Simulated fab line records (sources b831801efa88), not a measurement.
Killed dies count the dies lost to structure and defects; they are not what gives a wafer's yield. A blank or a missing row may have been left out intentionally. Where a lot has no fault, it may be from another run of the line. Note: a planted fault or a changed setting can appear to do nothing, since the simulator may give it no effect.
The same fault as seen by 2 desks :: flow gf180mcu :: what lay behind the numbers comes last; until then each desk has only its own

## THE METROLOGY DESK
Lot by lot, what the gauges showed, no matter which tool ran the lot: averages of those sampled wafers that carry a number. Any lot whose mean is over 4 standard deviations away from the usual mean is out of limits and marked OUT; that distance is given in the brackets.
Columns: A = MIM_ALCU_RS at GF_MIM_RS_MEAS_10, usual 0.1596 ohm/sq; B = MIM_ALCU_THK at GF_MIM_THK_MEAS_11, usual 202.2 nm
lot: L187
first seen here: day 24 10:37
A: 0.1618
B: 198.0

lot: L189
first seen here: day 25 08:29
A: 0.1607
B: 201.9

lot: L192
first seen here: day 26 10:46
A: 0.1590
B: 202.6

lot: L193
first seen here: day 26 18:22
A: 0.1574
B: 204.8

lot: L195
first seen here: day 27 13:26
A: 0.1584
B: 202.3

lot: L196
first seen here: day 27 16:28
A: 0.1603
B: 199.4

lot: L203
first seen here: day 29 23:38
A: 0.1846 (+15) OUT
B: 177.8 (-11) OUT

lot: L205
first seen here: day 30 17:41
A: 0.1837 (+14) OUT
B: 180.4 (-9.5) OUT

lot: L208
first seen here: day 31 07:29
A: 0.1603
B: 202.2

lot: L209
first seen here: day 31 10:21
A: 0.1589
B: 202.6

lot: L210
first seen here: day 31 20:11
A: 0.1598
B: 203.0
Per this desk, out of limits: L203, L205; the first was L203, day 29 23:38 (MIM_ALCU_RS at GF_MIM_RS_MEAS_10). L187, L189, L192, L193, L195, L196, L208, L209, L210 stayed within limits.

## THE TOOL OWNER'S DESK: pvdSputter-02
The tool's own readings at GF_MIM_SPUTTER_08 (material AlCu, target thk 200 nm, time 10.6 s): means of the sampled wafers that have a number, for each lot that ran on this tool. Any lot whose mean is over 4 standard deviations away from the usual mean is out of limits and marked OUT; that distance is given in the brackets.
Columns: A = chamberPressurePa at GF_MIM_SPUTTER_08, usual 0.4000 Pa; B = throttleValvePct at GF_MIM_SPUTTER_08, usual 30.1 %
lot: L187
first seen here: day 24 10:32
A: 0.4000
B: 29.8

lot: L189
first seen here: day 25 08:25
A: 0.3990
B: 29.8

lot: L196
first seen here: day 27 16:22
A: 0.4009
B: 29.9

lot: L203
first seen here: day 29 23:31
A: 0.4000
B: 30.6

lot: L205
first seen here: day 30 17:36
A: 0.4005
B: 30.4
This desk's finding: nothing out of limits on any of the 5 lots.

## ALL TOGETHER
The metrology desk could have raised an alarm at day 29 23:38, on L203, L205.
The tool owner's desk saw nothing out of limits.
On record at the tool owner's desk: L203, L205, within its limits.
The lots listed all ran GF_MIM_SPUTTER_08 on pvdSputter-02.

## WHAT HAD BEEN PUT IN BY THE SIMULATOR
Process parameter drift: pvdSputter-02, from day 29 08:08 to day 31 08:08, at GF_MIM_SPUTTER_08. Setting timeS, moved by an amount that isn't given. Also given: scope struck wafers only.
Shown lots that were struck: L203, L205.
Hours from the fault's start to each desk's first reading out of limits: the metrology desk, 16.
